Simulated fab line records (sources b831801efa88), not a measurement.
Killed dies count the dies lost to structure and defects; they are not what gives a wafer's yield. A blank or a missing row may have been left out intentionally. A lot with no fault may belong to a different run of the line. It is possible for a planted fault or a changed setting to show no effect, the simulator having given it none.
fab line records	flow sky130
record: lots: 13	wafers: 39	lastDay: 50
route steps=708 shown FIELD_ISO@24 DNWELL@43 PWDE@52 VT_ADJUST_LVTN@106 PAD_OPEN@708
lots with no fault: from the same line, run without faults
startH: start of the lot's first displayed wafer, in hours after the record's first day	waitH: hours elapsed since this lot's preceding step	" unchanged from the row above	L1.1+2: a single row standing in for several wafers	- value missing, or start not given	* or withheld: withheld	< > ~ a bound
route shown NAME@n: a module of which the file shows steps, and the number in the route of the first	usual: mean/standard deviation of fault-free wafers	same: alike in all rows	chamber/n: place in a boat	sites: the reading at each site	_std_site: the values' standard deviation	_edge_site: outer sites' mean less inner sites'	radiusMm: how far each site lies from the wafer's centre	mask NAME#n: copy n	behind: the tool/chamber that last shaped the wafer	hold: reason for holding the lot/hours on hold/outcome of the hold	device: whichever transistor did not switch (one of n, p or np)	end of line: at the end of the route, the tests of the same wafers	for a step that has no rows: nothing shown but its recipe	killed: dies lost to structure and defects at the first sort, not the wafer's yield	map: the dies of a wafer, with x for killed, . for not killed, _ for no die there
set.NAME: the setting as run; set.NAME@STEP: as run at that earlier step	model.NAME: the simulator's own value behind a step, which no gauge read
one table for each step of the route and one row for each wafer, over a sample of lots
services: from which hour (startH, from the record's first day; less than 0 if before it) a tool's chamber was out of use, for how many hours, and why
== steps ==
step: SKY_FIELD_ISO_THK_MEAS_23
recipe: reads: SiO2_of_FIELD_ISO_OXIDATION_22
usual: FIELD_ISO_OXIDATION_01_THK: 10.01/0.24
lot.wafer	tool	chamber	startH	waitH	FIELD_ISO_OXIDATION_01_THK[nm]
L904.1	filmMetro-04	-	34.92	0.0	10.06
L904.5	"	-	"	"	9.98
L904.6	"	-	"	"	10.20
L906.3	filmMetro-01	-	43.40	0.0	10.12
L906.4	"	-	"	"	10.12
L906.5	"	-	"	"	10.38
L909.1	filmMetro-03	-	57.80	0.0	10.00
L909.2	"	-	"	"	10.18
L909.5	"	-	"	"	10.00
L910.3	filmMetro-01	-	62.74	0.0	10.15
L910.4	"	-	"	"	10.04
L910.5	"	-	"	"	10.29
L911.1	filmMetro-03	-	68.57	0.0	10.28
L911.3	"	-	"	"	10.15
L911.6	"	-	"	"	10.11
L913.2	filmMetro-04	-	76.83	0.0	10.00
L913.4	"	-	"	"	10.13
L913.6	"	-	"	"	10.20
L915.3	filmMetro-01	-	86.47	0.0	10.66
L915.5	"	-	"	"	10.67
L915.6	"	-	"	"	10.48
L917.2	filmMetro-04	-	109.37	0.0	10.14
L917.5	"	-	"	"	10.15
L917.6	"	-	"	"	10.05
L919.2	filmMetro-03	-	116.16	0.0	10.26
L919.5	"	-	"	"	10.30
L919.6	"	-	"	"	10.19
L923.1	filmMetro-01	-	128.78	0.0	10.07
L923.2	"	-	"	"	10.11
L923.4	"	-	"	"	9.98
L925.1	filmMetro-03	-	140.22	0.0	9.99
L925.2	"	-	"	"	10.03
L925.3	"	-	"	"	10.11
L926.1	filmMetro-01	-	147.61	0.0	10.10
L926.2	"	-	"	"	10.03
L926.5	"	-	"	"	10.01
L927.1	filmMetro-03	-	151.54	0.0	10.16
L927.5	"	-	"	"	10.15
L927.6	"	-	"	"	10.22
step: SKY_DNWELL_STRIP_08
recipe: chemistry: O2/N2	powerW: 1400	pressureMtorr: 1500	platenTempC: withheld	o2FlowSccm: 3000	n2FlowSccm: 300	overashFraction: 0.5
usual: drypumpMotorCurrentA: 6.0/0.31	n2FlowSccm: 300.0/0.8	oesProductAu: 0.722/0.005	stripTimeToEndpointS: 36.91/0.095
lot.wafer	tool	chamber	startH	waitH	drypumpMotorCurrentA	n2FlowSccm	oesProductAu	rfHoursCounterH	stripTimeToEndpointS
L904.1	plasmaAsher-03	1	56.88	0.1	6.0	301.8	0.729	36	36.96
L904.5	"	1	"	"	6.0	300.5	0.716	-	36.90
L904.6	"	0	"	"	6.4	299.9	0.718	-	36.95
L906.3	plasmaAsher-02	0	65.86	0.1	5.8	300.0	0.721	-	37.01
L906.4	"	1	"	"	5.6	300.6	0.727	-	37.04
L906.5	"	0	"	"	5.8	299.8	0.728	-	36.90
L909.1	plasmaAsher-02	1	80.62	0.1	5.6	299.5	0.724	41	36.80
L909.2	"	0	"	"	5.8	299.7	0.716	41	36.97
L909.5	"	1	"	"	5.6	299.2	0.716	-	37.08
L910.3	plasmaAsher-01	1	83.25	0.1	5.9	299.7	0.720	-	36.77
L910.4	"	0	"	"	6.4	300.1	0.724	-	36.73
L910.5	"	1	"	"	5.9	301.3	0.715	-	36.82
L911.1	plasmaAsher-01	0	103.31	0.1	6.4	299.9	0.718	43	36.86
L911.3	"	1	"	"	5.9	301.7	0.717	-	36.81
L911.6	"	1	"	"	5.9	299.3	0.731	-	36.95
L913.2	plasmaAsher-01	0	104.47	0.1	6.4	300.0	0.730	43	36.83
L913.4	"	0	"	"	6.4	299.9	0.724	-	36.91
L913.6	"	0	"	"	6.4	299.0	0.719	-	36.86
L915.3	plasmaAsher-03	0	113.75	0.2	6.5	299.0	0.728	-	36.82
L915.5	"	0	"	"	6.4	299.8	0.719	-	36.95
L915.6	"	1	"	"	6.0	299.8	0.728	-	37.01
L917.2	plasmaAsher-01	0	134.43	0.1	6.4	300.0	0.736	46	36.87
L917.5	"	1	"	"	5.9	359.9	0.723	-	36.88
L917.6	"	0	"	"	6.4	298.9	0.723	-	36.97
L919.2	plasmaAsher-03	1	142.06	0.1	6.0	300.2	0.728	45	36.80
L919.5	"	1	"	"	6.0	299.8	0.729	-	36.78
L919.6	"	0	"	"	6.4	300.8	0.725	-	36.80
L923.1	plasmaAsher-03	1	152.76	0.1	6.0	299.8	0.722	46	36.96
L923.2	"	0	"	"	6.4	301.2	0.727	46	36.96
L923.4	"	0	"	"	6.4	300.6	0.722	-	36.88
L925.1	plasmaAsher-02	0	166.27	0.1	5.8	299.6	0.714	5	36.95
L925.2	"	1	"	"	5.6	301.3	0.722	5	37.04
L925.3	"	0	"	"	5.8	300.6	0.718	-	36.94
L926.1	plasmaAsher-03	1	172.81	0.1	6.0	300.0	0.722	48	36.78
L926.2	"	0	"	"	6.4	300.7	0.718	48	36.85
L926.5	"	0	"	"	6.4	299.0	0.724	-	36.93
L927.1	plasmaAsher-02	0	176.86	0.1	5.9	298.0	0.722	6	36.96
L927.5	"	0	"	"	5.8	298.7	0.729	-	37.07
L927.6	"	1	"	"	5.6	300.2	0.721	-	37.00
step: SKY_PWDE_OVL_MEAS_07
usual: PWDE_OVL: -1.2/1.5
lot.wafer	tool	chamber	startH	waitH	PWDE_OVL[nm]
L904.1	overlay-02	-	72.86	-	-0.3
L904.5	"	-	"	"	-1.0
L904.6	"	-	"	"	0.2
L906.3	overlay-01	-	82.03	-	1.0
L906.4	"	-	"	"	0.7
L906.5	"	-	"	"	-1.3
L909.1	overlay-02	-	94.77	-	-1.6
L909.2	"	-	"	"	-1.0
L909.5	"	-	"	"	-3.3
L910.3	overlay-01	-	97.97	-	0.7
L910.4	"	-	"	"	-0.8
L910.5	"	-	"	"	0.6
L911.1	overlay-01	-	120.87	-	0.3
L911.3	"	-	"	"	0.7
L911.6	"	-	"	"	-1.5
L913.2	overlay-01	-	121.57	-	-1.5
L913.4	"	-	"	"	-0.7
L913.6	"	-	"	"	-2.3
L915.3	overlay-01	-	130.73	-	-1.6
L915.5	"	-	"	"	-2.7
L915.6	"	-	"	"	-0.3
L917.2	overlay-02	-	153.27	-	-3.5
L917.5	"	-	"	"	-2.3
L917.6	"	-	"	"	-1.8
L919.2	overlay-02	-	162.33	-	-2.1
L919.5	"	-	"	"	-1.6
L919.6	"	-	"	"	-2.7
L923.1	overlay-02	-	173.17	-	-0.1
L923.2	"	-	"	"	-3.0
L923.4	"	-	"	"	-1.0
L925.1	overlay-01	-	187.72	-	-0.9
L925.2	"	-	"	"	0.4
L925.3	"	-	"	"	-1.8
L926.1	overlay-02	-	193.52	-	-3.6
L926.2	"	-	"	"	-1.8
L926.5	"	-	"	"	-2.2
L927.1	overlay-02	-	198.22	-	0.0
L927.5	"	-	"	"	0.3
L927.6	"	-	"	"	-1.6
step: SKY_VT_ADJUST_LVTN_STRIP_09
recipe: chemistry: O2/N2	powerW: 1400	pressureMtorr: 1500	platenTempC: withheld	o2FlowSccm: 3000	n2FlowSccm: 300	overashFraction: 0.5
usual: drypumpMotorCurrentA: 6.0/0.31	n2FlowSccm: 300.0/0.87	oesProductAu: 0.722/0.0042	stripTimeToEndpointS: 36.95/0.083
lot.wafer	tool	chamber	startH	waitH	drypumpMotorCurrentA	n2FlowSccm	oesProductAu	rfHoursCounterH	stripTimeToEndpointS
L904.1	plasmaAsher-01	1	142.45	0.1	5.9	302.6	0.714	47	36.93
L904.5	"	0	"	"	6.4	301.3	0.724	-	36.76
L904.6	"	1	"	"	5.9	300.1	0.722	-	36.82
L906.3	plasmaAsher-01	1	155.44	0.1	5.9	299.6	0.721	-	36.89
L906.4	"	0	"	"	6.4	299.8	0.726	-	37.00
L906.5	"	0	"	"	6.4	299.4	0.716	-	36.89
L909.1	plasmaAsher-02	0	170.42	0.1	5.8	298.9	0.721	5	36.96
L909.2	"	1	"	"	5.6	301.2	0.711	5	36.91
L909.5	"	1	"	"	5.6	301.4	0.724	-	37.02
L910.3	plasmaAsher-03	0	177.05	0.1	6.5	300.5	0.716	-	36.90
L910.4	"	1	"	"	6.0	301.1	0.716	-	36.91
L910.5	"	1	"	"	6.0	300.9	0.725	-	36.95
L911.1	plasmaAsher-03	1	202.05	0.1	6.0	300.6	0.722	51	36.81
L911.3	"	0	"	"	6.4	299.3	0.720	-	36.91
L911.6	"	1	"	"	6.0	300.0	0.726	-	36.75
L913.2	plasmaAsher-03	0	202.47	0.1	6.4	298.1	0.729	51	36.95
L913.4	"	0	"	"	6.4	299.4	0.728	-	37.00
L913.6	"	1	"	"	6.0	300.3	0.725	-	36.98
L915.3	plasmaAsher-03	1	214.18	0.1	6.0	300.6	0.721	-	36.96
L915.5	"	0	"	"	6.4	301.1	0.730	-	36.96
L915.6	"	1	"	"	6.0	299.4	0.724	-	37.01
L917.2	plasmaAsher-02	0	242.45	0.1	5.8	300.4	0.719	12	37.00
L917.5	"	0	"	"	5.8	301.7	0.719	-	37.01
L917.6	"	1	"	"	5.6	298.7	0.726	-	37.02
L919.2	plasmaAsher-03	1	252.00	0.1	6.0	299.5	0.714	56	36.88
L919.5	"	1	"	"	6.0	299.6	0.724	-	36.81
L919.6	"	0	"	"	6.4	300.0	0.720	-	36.88
L923.1	plasmaAsher-02	1	264.85	0.1	5.6	300.4	0.720	15	36.86
L923.2	"	0	"	"	5.8	300.2	0.720	15	36.93
L923.4	"	0	"	"	5.8	300.9	0.726	-	36.95
L925.1	plasmaAsher-02	0	280.70	0.1	5.8	301.8	0.726	16	37.02
L925.2	"	1	"	"	5.6	300.6	0.721	16	37.09
L925.3	"	0	"	"	5.8	300.1	0.723	-	37.21
L926.1	plasmaAsher-01	1	284.40	0.1	5.9	299.1	0.729	60	36.85
L926.2	"	0	"	"	6.4	299.7	0.725	60	36.92
L926.5	"	1	"	"	5.9	300.9	0.724	-	36.90
L927.1	plasmaAsher-03	1	290.25	0.1	6.0	299.2	0.723	60	36.99
L927.5	"	1	"	"	6.0	299.7	0.723	-	37.06
L927.6	"	0	"	"	6.4	300.2	0.726	-	37.03
step: SKY_PAD_OPEN_PROBE_99
usual: killed_at_M0_to_M3: 44/7.1	killed_at_M4_up: 3.3/1.8	killedAtContacts: 24/5.1	killedAtFrontEnd: 16/4.7	killedAtOther: 0.3/0.52	killedDies: 87/9.7	killedOpen: 47/6.8	killedShort: 39/6.7
same: grossDies: 492	killedAtBackSide: 0
lot.wafer	tool	chamber	startH	waitH	killed_at_M0_to_M3	killed_at_M4_up	killedAtContacts	killedAtFrontEnd	killedAtOther	killedDies	killedOpen	killedShort
L913.2	prober-02	-	1125.73	0.1	42	5	18	15	0	80	41	38
L913.4	prober-02	-	1125.83	0.2	53	4	22	13	0	92	51	41
L913.6	prober-02	-	1125.93	0.2	42	3	18	14	0	77	53	24
L915.3	prober-02	-	1134.69	0.2	34	2	34	8	0	78	40	38
L915.5	prober-02	-	1134.79	0.2	55	4	24	17	0	100	55	45
L915.6	prober-02	-	1134.84	0.2	53	3	30	23	0	109	54	55
L919.2	prober-02	-	1166.39	0.1	44	8	18	18	0	88	47	40
L919.5	prober-02	-	1166.54	0.2	48	2	23	24	0	97	63	33
L919.6	prober-02	-	1166.59	0.2	48	6	29	23	0	106	44	62
L923.1	prober-02	-	1172.47	0.1	48	3	25	10	1	87	49	38
L923.2	prober-02	-	1172.52	0.1	39	3	21	14	0	77	36	41
L923.4	prober-02	-	1172.62	0.2	40	4	23	10	0	77	40	37
killed by level:class
L913.2 VIA1:geometricParticle:open=12 CONTACT:geometricParticle:open=7 METAL4:geometricParticle:short=5 VIA3:geometricParticle:open=5 VIA1:geometricParticle:short=5 FIELD_ISO:geometricParticle:short=4 POLY_GATE:geometricParticle:open=4 LOCAL_INTERCONNECT:geometricParticle:short=4
L913.4 VIA1:geometricParticle:open=20 CONTACT:geometricParticle:open=10 CONTACT:geometricParticle:short=6 METAL2:geometricParticle:short=6 VIA2:geometricParticle:open=6 METAL1:geometricParticle:short=5 VIA3:geometricParticle:open=5 POLY_GATE:geometricParticle:short=4
L913.6 VIA1:geometricParticle:open=12 VIA2:geometricParticle:open=9 CONTACT:geometricParticle:open=8 VIA3:geometricParticle:open=7 FIELD_ISO:geometricParticle:open=4 LI_CONTACT:geometricParticle:open=4 VIA1:geometricParticle:short=4 VIA3:geometricParticle:short=4
L915.3 CONTACT:geometricParticle:open=11 LI_CONTACT:geometricParticle:short=9 VIA1:geometricParticle:open=9 VIA1:geometricParticle:short=7 LI_CONTACT:geometricParticle:open=6 POLY_GATE:geometricParticle:open=4 CONTACT:geometricParticle:short=4 METAL1:geometricParticle:short=4
L915.5 CONTACT:geometricParticle:open=12 VIA1:geometricParticle:open=12 VIA3:geometricParticle:open=9 METAL2:geometricParticle:short=7 METAL1:geometricParticle:short=6 VIA2:geometricParticle:short=5 FIELD_ISO:geometricParticle:open=4 POLY_CUT:geometricParticle:short=4
L915.6 VIA1:geometricParticle:open=15 METAL2:geometricParticle:short=10 FIELD_ISO:geometricParticle:short=8 LOCAL_INTERCONNECT:geometricParticle:short=7 CONTACT:geometricParticle:open=7 VIA2:geometricParticle:open=7 FIELD_ISO:geometricParticle:open=6 CONTACT:geometricParticle:short=6
L919.2 VIA1:geometricParticle:open=11 LI_CONTACT:geometricParticle:open=7 VIA3:geometricParticle:open=7 CONTACT:geometricParticle:open=6 METAL2:geometricParticle:short=6 METAL4:geometricParticle:short=6 POLY_GATE:geometricParticle:short=5 POLY_GATE:geometricParticle:open=5
L919.5 VIA1:geometricParticle:open=18 CONTACT:geometricParticle:open=11 LI_CONTACT:geometricParticle:open=7 VIA3:geometricParticle:open=7 VIA3:geometricParticle:short=6 FIELD_ISO:geometricParticle:open=5 SPACER:geometricParticle:short=5 VIA2:geometricParticle:open=5
L919.6 CONTACT:geometricParticle:open=8 VIA1:geometricParticle:open=8 METAL2:geometricParticle:short=8 LI_CONTACT:geometricParticle:open=7 POLY_GATE:geometricParticle:short=6 VIA2:geometricParticle:short=6 FIELD_ISO:geometricParticle:short=5 FIELD_ISO:geometricParticle:open=5
L923.1 VIA2:geometricParticle:open=12 CONTACT:geometricParticle:open=10 METAL1:geometricParticle:short=8 VIA1:geometricParticle:open=7 LI_CONTACT:geometricParticle:open=6 LOCAL_INTERCONNECT:geometricParticle:short=5 VIA1:geometricParticle:short=5 VIA3:geometricParticle:open=5
L923.2 CONTACT:geometricParticle:short=7 POLY_GATE:geometricParticle:open=7 METAL2:geometricParticle:short=7 LI_CONTACT:geometricParticle:open=6 VIA1:geometricParticle:short=6 VIA1:geometricParticle:open=6 POLY_GATE:geometricParticle:short=5 VIA2:geometricParticle:open=5
L923.4 CONTACT:geometricParticle:open=12 VIA1:geometricParticle:open=9 VIA3:geometricParticle:open=6 VIA3:geometricParticle:short=5 VIA2:geometricParticle:open=5 LI_CONTACT:geometricParticle:short=4 METAL1:geometricParticle:short=4 VIA1:geometricParticle:short=4
== services ==
tool	chamber	startH	hours	kind
plasmaAsher-02	-	108.75	9.0	pm
plasmaAsher-02	0	108.75	9.0	ventCycle
plasmaAsher-02	1	108.75	9.0	ventCycle
plasmaAsher-02	0	117.75	-	clean
plasmaAsher-02	1	117.75	-	clean
plasmaAsher-01	-	167.51	2.8	pm
plasmaAsher-02	-	179.24	2.8	pm
== key ==
firstSign: step: SKY_DNWELL_STRIP_08	reading: n2FlowSccm	direction: up	sigmas: 75	usual: 300.0	struck: 359.9
effect none on later readings
metAt SKY_DNWELL_STRIP_08
struckLots L917
struckWafers L917.5
testerLeftOut L917
notActingAt SKY_FIELD_ISO_THK_MEAS_23,SKY_PWDE_OVL_MEAS_07,SKY_VT_ADJUST_LVTN_STRIP_09
onsetBetween 103.31 134.43
fault: kind: processParameterDrift	tool: plasmaAsher-01	chamber: 1	onsetH: 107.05	steps: SKY_DNWELL_STRIP_08	channel: n2FlowSccm	offset: 60	shape: step	endH: 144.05	actsIn: theseRecipesOnly	stated: 300
testerLeftOut: of these lots the tester's yield and bins aren't shown, on N5 and GAA mostly nor the transistor test; their killed dies are dies lost to structure and defects alone, not to doping, threshold or leakage, so they don't give the yield
